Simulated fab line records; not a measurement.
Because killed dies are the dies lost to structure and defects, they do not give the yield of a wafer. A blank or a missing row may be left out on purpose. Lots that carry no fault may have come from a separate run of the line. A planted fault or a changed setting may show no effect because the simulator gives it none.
fab line records | flow sky130
[record] lots = 11 | wafers = 33 | lastDay = 50
route steps=708 shown VIA3@586 CAP2M@603 PASSIVATION@682 PAD_OPEN@708
lots that met no fault: taken from a fault-free run of the same line
startH: hours from the record's first day to the start of the lot's first wafer shown | waitH: time in hours since the lot's previous step | " as in the row above | L1.1+2: one row covering several wafers at once | - either no value or no given start | * or withheld: withheld | < > ~ a bound
route shown NAME@n: names a module that has steps shown in the file, with the first one's number in the route | usual: average and standard deviation across the fault-free wafers | same: alike in all rows | chamber/n: place in a boat | sites: per-site readings | _std_site: standard deviation of those values | _edge_site: the outer-site mean with the inner-site mean subtracted | radiusMm: how far each site lies from the wafer's centre | mask NAME#n: copy n | behind: the tool/chamber that last shaped the wafer | hold: why the lot was held/for how many hours/how that ended | device: the transistor (n, p or np) that didn't switch | end of line: the route-end tests of the same wafers | a step with no rows: only its recipe | killed: the dies lost at the first sort to structure and to defects; this is not the yield of the wafer | map: a wafer's dies, marking killed ones x, the rest . and places with no die _
set.NAME: the setting the step ran with; set.NAME@STEP: the setting that earlier step ran with | model.NAME: the simulator's own value behind a step, which no gauge read
the route's steps for a sample of lots (tables are steps, rows are wafers)
services: from which hour (startH, from the record's first day; less than 0 if before it) a tool's chamber was out of use, for how many hours, and why
[[steps]]
[step SKY_VIA3_OVL_MEAS_13]
[usual] VIA3_OVL = 0/5.4
lot.wafer | tool       | chamber | startH  | waitH | VIA3_OVL[nm]
L691.1    | overlay-02 | -       | 920.70  | 0.1   | 5
L691.2    | "          | -       | "       | "     | 3
L691.6    | "          | -       | "       | "     | 11
L694.2    | overlay-02 | -       | 947.55  | 0.1   | -2
L694.3    | "          | -       | "       | "     | 6
L694.6    | "          | -       | "       | "     | 1
L697.3    | overlay-01 | -       | 966.40  | 0.1   | 4
L697.4    | "          | -       | "       | "     | 9
L697.6    | "          | -       | "       | "     | 6
L698.3    | overlay-01 | -       | 978.35  | 0.1   | 6
L698.5    | "          | -       | "       | "     | 5
L698.6    | "          | -       | "       | "     | 5
L699.1    | overlay-02 | -       | 988.90  | 0.1   | -1
L699.3    | "          | -       | "       | "     | -7
L699.4    | "          | -       | "       | "     | -1
L703.1    | overlay-02 | -       | 1013.09 | 0.1   | 7
L703.3    | "          | -       | "       | "     | 11
L703.6    | "          | -       | "       | "     | 6
L706.1    | overlay-01 | -       | 1033.84 | 0.1   | -1
L706.2    | "          | -       | "       | "     | 6
L706.6    | "          | -       | "       | "     | -1
L707.2    | overlay-02 | -       | 1034.20 | 0.1   | -2
L707.4    | "          | -       | "       | "     | 5
L707.5    | "          | -       | "       | "     | 4
L704.2    | overlay-01 | -       | 1039.00 | 0.1   | -3
L704.4    | "          | -       | "       | "     | -6
L704.5    | "          | -       | "       | "     | -4
L710.1    | overlay-01 | -       | 1054.49 | 0.1   | -3
L710.4    | "          | -       | "       | "     | -6
L710.5    | "          | -       | "       | "     | -1
L714.2    | overlay-02 | -       | 1076.07 | 0.1   | -5
L714.4    | "          | -       | "       | "     | -1
L714.5    | "          | -       | "       | "     | -1
[step SKY_CAP2M_CVD_00]
[recipe] material = SiO2 | targetThkNm = 15.5 | tempC = 400 | timeS = withheld | rfW = 450
[usual] heaterPowerW = 643/69
lot.wafer | tool     | chamber | startH  | waitH | heaterPowerW
L691.1    | pecvd-04 | 2       | 922.28  | 0.0   | 539
L691.2    | "        | 1       | "       | "     | 557
L691.6    | "        | 2       | "       | "     | 546
L694.2    | pecvd-04 | 0       | 949.10  | 0.0   | 761
L694.3    | "        | 2       | "       | "     | 631
L694.6    | "        | 2       | "       | "     | 657
L697.3    | pecvd-03 | 0       | 967.94  | 0.0   | 588
L697.4    | "        | 0       | "       | "     | 580
L697.6    | "        | 2       | "       | "     | 708
L698.3    | pecvd-02 | 2       | 979.92  | 0.0   | 623
L698.5    | "        | 1       | "       | "     | 654
L698.6    | "        | 2       | "       | "     | 633
L699.1    | pecvd-04 | 1       | 990.45  | 0.0   | 538
L699.3    | "        | 2       | "       | "     | 571
L699.4    | "        | 0       | "       | "     | 680
L703.1    | pecvd-02 | 2       | 1014.65 | 0.0   | 629
L703.3    | "        | 1       | "       | "     | 656
L703.6    | "        | 2       | "       | "     | 643
L706.1    | pecvd-03 | 1       | 1035.50 | 0.0   | 629
L706.2    | "        | 0       | "       | "     | 602
L706.6    | "        | 0       | "       | "     | 587
L707.2    | pecvd-04 | 1       | 1035.74 | 0.0   | 552
L707.4    | "        | 1       | "       | "     | 564
L707.5    | "        | 2       | "       | "     | 540
L704.2    | pecvd-02 | 0       | 1040.71 | 0.0   | 705
L704.4    | "        | 0       | "       | "     | 699
L704.5    | "        | 1       | "       | "     | 602
L710.1    | pecvd-02 | 1       | 1056.04 | 0.0   | 673
L710.4    | "        | 1       | "       | "     | 659
L710.5    | "        | 2       | "       | "     | 646
L714.2    | pecvd-04 | 1       | 1077.70 | 0.0   | 627
L714.4    | "        | 0       | "       | "     | 653
L714.5    | "        | 2       | "       | "     | 622
[step SKY_PASSIVATION_THK_MEAS_01]
[recipe] reads = SiO2_of_PASSIVATION_CVD_00
[usual] PASSIVATION_CVD_00_THK = 90.2/1.2
lot.wafer | tool         | chamber | startH  | waitH | PASSIVATION_CVD_00_THK[nm]
L691.1    | filmMetro-04 | -       | 1021.35 | -     | 88.6
L691.2    | "            | -       | "       | "     | 88.4
L691.6    | "            | -       | "       | "     | 89.6
L694.2    | filmMetro-04 | -       | 1046.22 | -     | 89.7
L694.3    | "            | -       | "       | "     | 89.6
L694.6    | "            | -       | "       | "     | 90.1
L697.3    | filmMetro-04 | -       | 1063.07 | -     | 90.3
L697.4    | "            | -       | "       | "     | 91.8
L697.6    | "            | -       | "       | "     | 92.2
L698.3    | filmMetro-02 | -       | 1073.37 | -     | 90.1
L698.5    | "            | -       | "       | "     | 90.2
L698.6    | "            | -       | "       | "     | 91.8
L699.1    | filmMetro-03 | -       | 1081.76 | -     | 89.2
L699.3    | "            | -       | "       | "     | 89.1
L699.4    | "            | -       | "       | "     | 90.3
L703.1    | filmMetro-03 | -       | 1103.77 | -     | 89.8
L703.3    | "            | -       | "       | "     | 91.0
L703.6    | "            | -       | "       | "     | 89.8
L706.1    | filmMetro-02 | -       | 1123.30 | -     | 89.8
L706.2    | "            | -       | "       | "     | 89.4
L706.6    | "            | -       | "       | "     | 90.9
L707.2    | filmMetro-04 | -       | 1123.42 | -     | 89.9
L707.4    | "            | -       | "       | "     | 91.0
L707.5    | "            | -       | "       | "     | 92.2
L704.2    | filmMetro-04 | -       | 1128.28 | -     | 89.9
L704.4    | "            | -       | "       | "     | 90.7
L704.5    | "            | -       | "       | "     | 90.7
L710.1    | filmMetro-04 | -       | 1141.89 | -     | 90.3
L710.4    | "            | -       | "       | "     | 91.1
L710.5    | "            | -       | "       | "     | 90.9
L714.2    | filmMetro-04 | -       | 1159.24 | -     | 90.5
L714.4    | "            | -       | "       | "     | 93.0
L714.5    | "            | -       | "       | "     | 91.7
[step SKY_PASSIVATION_ETCH_11]
[recipe] chemistry = CF4/O2 | targetDepthNm = 725 | stopOn = AlCu | sourceW = 800 | biasW = 150 | pressureMtorr = 150 | cf4FlowSccm = 80 | O2_flow_sccm = 10 | timeS = 161.1
[usual] drypumpMotorCurrentA = 5.6/0.36 | oesProductAu = 0.978/0.007 | rfFwdPowerW = 796.6/2.7 | throttleValvePct = 5.964/0.0091
lot.wafer | tool       | chamber | startH  | waitH | drypumpMotorCurrentA | oesProductAu | rfFwdPowerW | rfHoursCounterH | throttleValvePct
L691.1    | rieDiel-02 | 2       | 1044.82 | -     | 6.1                  | 0.969        | 796.0       | 14              | 5.967
L691.2    | "          | 3       | "       | "     | 5.3                  | 0.983        | 795.0       | 17              | 5.983
L691.6    | "          | 3       | "       | "     | 5.3                  | 0.973        | 794.4       | -               | 5.972
L694.2    | rieDiel-03 | 2       | 1067.63 | -     | 6.3                  | 0.978        | 792.7       | 15              | 5.962
L694.3    | "          | 3       | "       | "     | 5.5                  | 0.980        | 795.4       | 25              | 5.972
L694.6    | "          | 2       | "       | "     | 6.3                  | 0.979        | 795.1       | -               | 5.950
L697.3    | rieDiel-04 | 1       | 1084.43 | -     | 5.8                  | 0.975        | 792.4       | 2               | 5.974
L697.4    | "          | 0       | "       | "     | 5.1                  | 0.972        | 798.3       | 13              | 5.960
L697.6    | "          | 2       | "       | "     | 5.2                  | 0.979        | 795.5       | -               | 5.974
L698.3    | rieDiel-04 | 2       | 1094.27 | -     | 5.2                  | 0.977        | 799.3       | 26              | 5.972
L698.5    | "          | 3       | "       | "     | 5.3                  | 0.992        | 794.7       | -               | 5.964
L698.6    | "          | 0       | "       | "     | 5.1                  | 0.990        | 800.8       | -               | 5.965
L699.1    | rieDiel-02 | 3       | 1101.87 | -     | 5.3                  | 0.968        | 795.6       | 18              | 5.952
L699.3    | "          | 1       | "       | "     | 5.7                  | 0.967        | 798.0       | 9               | 5.963
L699.4    | "          | 2       | "       | "     | 6.0                  | 0.977        | 799.5       | 16              | 5.974
L703.1    | rieDiel-03 | 1       | 1123.83 | -     | 5.5                  | 0.977        | 795.1       | 16              | 5.972
L703.3    | "          | 3       | "       | "     | 5.5                  | 0.979        | 796.9       | 1               | 5.975
L703.6    | "          | 0       | "       | "     | 5.9                  | 0.978        | 795.5       | -               | 5.964
L706.1    | rieDiel-02 | 3       | 1142.23 | -     | 5.3                  | 0.979        | 795.2       | 20              | 5.965
L706.2    | "          | 0       | "       | "     | 5.6                  | 0.990        | 800.1       | 25              | 5.969
L706.6    | "          | 2       | "       | "     | 6.0                  | 0.996        | 799.2       | -               | 5.966
L707.2    | rieDiel-04 | 0       | 1142.58 | -     | 5.1                  | 0.968        | 800.0       | 16              | 5.960
L707.4    | "          | 0       | "       | "     | 5.1                  | 0.966        | 798.5       | -               | 5.951
L707.5    | "          | 2       | "       | "     | 5.2                  | 0.984        | 799.4       | -               | 5.960
L704.2    | rieDiel-03 | 1       | 1147.13 | -     | 5.5                  | 0.984        | 924.4       | 17              | 5.982
L704.4    | "          | 2       | "       | "     | 6.3                  | 0.983        | 922.7       | 18              | 5.962
L704.5    | "          | 1       | "       | "     | 5.5                  | 0.977        | 920.0       | -               | 5.972
L710.1    | rieDiel-03 | 2       | 1160.38 | -     | 6.3                  | 0.967        | 923.0       | 19              | 5.964
L710.4    | "          | 2       | "       | "     | 6.3                  | 0.986        | 925.3       | -               | 5.969
L710.5    | "          | 0       | "       | "     | 5.8                  | 0.979        | 924.1       | -               | 5.976
L714.2    | rieDiel-04 | 3       | 1175.77 | -     | 5.3                  | 0.972        | 796.4       | 16              | 5.954
L714.4    | "          | 0       | "       | "     | 5.1                  | 0.974        | 799.6       | 18              | 5.956
L714.5    | "          | 2       | "       | "     | 5.2                  | 0.979        | 795.4       | -               | 5.953
[step SKY_PASSIVATION_STRIP_12]
[recipe] chemistry = O2/N2 | powerW = 1400 | pressureMtorr = 1500 | platenTempC = withheld | overashFraction = 0.7 | o2FlowSccm = 3000 | n2FlowSccm = 300
[usual] drypumpMotorCurrentA = 5.6/0.43 | n2FlowSccm = 300.0/0.97 | oesProductAu = 0.662/0.0047 | stripTimeToEndpointS = 31.47/0.12
lot.wafer | tool           | chamber | startH  | waitH | drypumpMotorCurrentA | n2FlowSccm | oesProductAu | rfHoursCounterH | stripTimeToEndpointS
L691.1    | plasmaAsher-04 | 1       | 1044.93 | 0.1   | 6.0                  | 299.2      | 0.669        | 61              | 31.50
L691.2    | "              | 0       | "       | "     | 5.8                  | 299.0      | 0.660        | 61              | 31.50
L691.6    | "              | 1       | "       | "     | 6.0                  | 299.7      | 0.662        | -               | 31.34
L694.2    | plasmaAsher-04 | 1       | 1067.74 | 0.1   | 6.0                  | 301.0      | 0.660        | 63              | 31.50
L694.3    | "              | 0       | "       | "     | 5.8                  | 301.3      | 0.662        | -               | 31.46
L694.6    | "              | 0       | "       | "     | 5.8                  | 299.3      | 0.662        | -               | 31.49
L697.3    | plasmaAsher-03 | 1       | 1084.57 | 0.1   | 5.8                  | 298.1      | 0.663        | -               | 31.29
L697.4    | "              | 0       | "       | "     | 4.9                  | 300.1      | 0.667        | -               | 31.25
L697.6    | "              | 0       | "       | "     | 4.9                  | 299.0      | 0.662        | -               | 31.49
L698.3    | plasmaAsher-03 | 1       | 1094.41 | 0.1   | 5.8                  | 299.3      | 0.657        | -               | 31.67
L698.5    | "              | 0       | "       | "     | 4.9                  | 300.3      | 0.667        | -               | 31.68
L698.6    | "              | 1       | "       | "     | 5.8                  | 300.7      | 0.657        | -               | 31.50
L699.1    | plasmaAsher-03 | 1       | 1101.98 | 0.1   | 5.8                  | 298.3      | 0.671        | 4               | 31.36
L699.3    | "              | 1       | "       | "     | 5.8                  | 299.0      | 0.660        | -               | 31.48
L699.4    | "              | 0       | "       | "     | 4.9                  | 300.9      | 0.663        | -               | 31.46
L703.1    | plasmaAsher-01 | 0       | 1123.94 | 0.1   | 5.9                  | 298.8      | 0.661        | 39              | 31.42
L703.3    | "              | 0       | "       | "     | 5.8                  | 299.0      | 0.659        | -               | 31.54
L703.6    | "              | 1       | "       | "     | 5.9                  | 300.0      | 0.663        | -               | 31.39
L706.1    | plasmaAsher-01 | 1       | 1142.34 | 0.1   | 5.9                  | 300.8      | 0.661        | 40              | 31.45
L706.2    | "              | 0       | "       | "     | 5.8                  | 299.6      | 0.660        | 40              | 31.49
L706.6    | "              | 1       | "       | "     | 5.9                  | 301.0      | 0.659        | -               | 31.43
L707.2    | plasmaAsher-03 | 0       | 1142.74 | 0.1   | 4.9                  | 302.2      | 0.656        | 7               | 31.38
L707.4    | "              | 1       | "       | "     | 5.8                  | 299.4      | 0.665        | -               | 31.39
L707.5    | "              | 1       | "       | "     | 5.8                  | 300.0      | 0.662        | -               | 31.39
L704.2    | plasmaAsher-03 | 0       | 1147.24 | 0.1   | 4.9                  | 299.9      | 0.656        | 8               | 30.75
L704.4    | "              | 1       | "       | "     | 5.8                  | 299.9      | 0.659        | -               | 30.72
L704.5    | "              | 1       | "       | "     | 5.8                  | 300.3      | 0.658        | -               | 30.74
L710.1    | plasmaAsher-03 | 0       | 1160.48 | 0.1   | 4.9                  | 301.0      | 0.662        | 9               | 30.47
L710.4    | "              | 1       | "       | "     | 5.8                  | 298.3      | 0.666        | -               | 30.60
L710.5    | "              | 1       | "       | "     | 5.8                  | 299.6      | 0.656        | -               | 30.48
L714.2    | plasmaAsher-03 | 0       | 1175.88 | 0.1   | 4.9                  | 301.5      | 0.665        | 11              | 31.69
L714.4    | "              | 1       | "       | "     | 5.8                  | 299.9      | 0.662        | -               | 31.33
L714.5    | "              | 0       | "       | "     | 4.9                  | 301.4      | 0.662        | -               | 31.54
[step SKY_PAD_OPEN_PROBE_99]
[usual] defectLimitedYield = 82.4/2.2 | killed_at_M0_to_M3 = 44/7.7 | killed_at_M4_up = 3.2/1.7 | killedAtContacts = 24/5.3 | killedAtFrontEnd = 15/4.3 | killedAtOther = 0.3/0.57 | killedDies = 87/11 | killedOpen = 47/7.4 | killedShort = 40/6.5 | sort_bin_3_pad_short = 0.8/0.4 | sort_bin_5_function = 10.5/1.6 | sort_bin_6_memory = 6.3/1.2 | sortNPass = 405/11 | sortYieldPct = 82.4/2.2
[same] grossDies = 492 | killedAtBackSide = 0 | sort_bin_4_leakage[%] = 0 | sort_bin_8_speed[%] = 0
lot.wafer | tool      | chamber | startH  | waitH | defectLimitedYield[%] | killed_at_M0_to_M3 | killed_at_M4_up | killedAtContacts | killedAtFrontEnd | killedAtOther | killedDies | killedOpen | killedShort | sort_bin_3_pad_short[%] | sort_bin_5_function[%] | sort_bin_6_memory[%] | sortNPass | sortYieldPct[%]
L699.1    | prober-02 | -       | 1123.20 | 0.1   | 84.8                  | 45                 | 2               | 18               | 10               | 0             | 75         | 46         | 29          | 0.2                     | 9.6                    | 5.5                  | 417       | 84.8
L699.3    | prober-02 | -       | 1123.30 | 0.2   | 83.7                  | 44                 | 3               | 22               | 11               | 0             | 80         | 50         | 30          | 0.6                     | 9.8                    | 5.9                  | 412       | 83.7
L699.4    | prober-02 | -       | 1123.35 | 0.2   | 82.5                  | 37                 | 3               | 29               | 17               | 0             | 86         | 45         | 41          | 0.8                     | 9.6                    | 7.1                  | 406       | 82.5
L706.1    | prober-02 | -       | 1162.29 | 0.1   | 81.9                  | 43                 | 3               | 23               | 19               | 1             | 89         | 41         | 48          | 1.2                     | 10.6                   | 6.3                  | 403       | 81.9
L706.2    | prober-02 | -       | 1162.34 | 0.1   | 83.1                  | 34                 | 3               | 26               | 20               | 0             | 83         | 42         | 41          | 0.8                     | 11.6                   | 4.5                  | 409       | 83.1
L706.6    | prober-02 | -       | 1162.54 | 0.2   | 84.6                  | 42                 | 5               | 17               | 12               | 0             | 76         | 43         | 33          | 0.2                     | 8.9                    | 6.3                  | 416       | 84.6
// killed by level:class
L699.1 VIA1:geometricParticle:open=17 CONTACT:geometricParticle:open=7 VIA1:geometricParticle:short=6 LI_CONTACT:geometricParticle:open=5 VIA2:geometricParticle:open=5 CONTACT:geometricParticle:short=4 METAL2:geometricParticle:short=4 FIELD_ISO:geometricParticle:short=3
L699.3 VIA1:geometricParticle:open=16 CONTACT:geometricParticle:open=10 VIA2:geometricParticle:open=8 VIA3:geometricParticle:open=5 VIA1:geometricParticle:short=5 LI_CONTACT:geometricParticle:open=4 CONTACT:geometricParticle:short=4 METAL2:geometricParticle:short=4
L699.4 CONTACT:geometricParticle:open=11 VIA1:geometricParticle:open=11 LI_CONTACT:geometricParticle:open=8 METAL2:geometricParticle:short=8 POLY_GATE:geometricParticle:short=5 FIELD_ISO:geometricParticle:short=4 LI_CONTACT:geometricParticle:short=4 CONTACT:geometricParticle:short=4
L706.1 VIA1:geometricParticle:open=8 VIA2:geometricParticle:open=8 METAL3:geometricParticle:short=7 FIELD_ISO:geometricParticle:short=6 LI_CONTACT:geometricParticle:short=6 LI_CONTACT:geometricParticle:open=6 METAL1:geometricParticle:short=5 CONTACT:geometricParticle:short=5
L706.2 CONTACT:geometricParticle:open=11 FIELD_ISO:geometricParticle:short=9 VIA1:geometricParticle:open=9 LI_CONTACT:geometricParticle:open=6 METAL2:geometricParticle:short=5 METAL1:geometricParticle:short=4 LOCAL_INTERCONNECT:geometricParticle:short=4 POLY_GATE:geometricParticle:open=3
L706.6 LI_CONTACT:geometricParticle:open=10 VIA1:geometricParticle:open=10 VIA2:geometricParticle:open=8 METAL1:geometricParticle:short=5 VIA1:geometricParticle:short=5 VIA3:geometricParticle:open=5 FIELD_ISO:geometricParticle:open=4 METAL4:geometricParticle:short=4
[[services]]
tool           | chamber | startH  | hours | kind
rieDiel-03     | 1       | 899.09  | 13.5  | repair
rieDiel-04     | -       | 901.67  | 0.4   | repair
pecvd-04       | -       | 917.55  | 2.8   | pm
pecvd-02       | -       | 919.84  | 14.6  | pm
pecvd-04       | -       | 929.21  | 0.6   | repair
pecvd-02       | 0       | 934.82  | 5.6   | repair
rieDiel-03     | -       | 954.97  | 0.3   | repair
rieDiel-04     | 2       | 974.19  | 9.8   | repair
rieDiel-04     | 0       | 981.65  | 4.8   | repair
pecvd-02       | -       | 1000.63 | 1.0   | repair
rieDiel-04     | 1       | 1031.67 | 3.5   | repair
rieDiel-04     | 3       | 1035.45 | 10.4  | repair
pecvd-04       | -       | 1039.92 | 14.6  | pm
plasmaAsher-03 | -       | 1055.25 | 9.0   | pm
pecvd-04       | 1       | 1061.05 | 13.1  | repair
rieDiel-04     | -       | 1076.99 | 2.8   | pm
rieDiel-03     | 1       | 1080.54 | 6.2   | repair
plasmaAsher-03 | -       | 1100.52 | 0.3   | repair
rieDiel-04     | 1       | 1101.58 | 2.8   | repair
rieDiel-03     | 0       | 1114.23 | 3.0   | repair
rieDiel-04     | 1       | 1127.64 | 18.7  | repair
rieDiel-04     | 3       | 1137.37 | 12.0  | repair
pecvd-04       | -       | 1138.00 | 6.0   | pm
rieDiel-03     | 3       | 1156.36 | 7.1   | repair
[[key]]
[firstSign] step = SKY_PASSIVATION_ETCH_11 | reading = rfFwdPowerW | direction = up | sigmas = 46 | usual = 796.6 | struck = 923.3
[effect] step = SKY_PASSIVATION_STRIP_12 | reading = stripTimeToEndpointS | direction = down | sigmas = 6.9 | usual = * | struck = *
metAt SKY_PASSIVATION_ETCH_11
struckLots L704,L710
notActingAt SKY_VIA3_OVL_MEAS_13,SKY_CAP2M_CVD_00,SKY_PASSIVATION_THK_MEAS_01
onsetBetween 1123.83 1147.13
[fault] kind = processParameterDrift | tool = rieDiel-03 | chamber = - | onsetH = 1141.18 | steps = SKY_PASSIVATION_ETCH_11 | channel = sourceW | offset = 128 | shape = step | endH = 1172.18 | actsIn = theseRecipesOnly | stated = 800
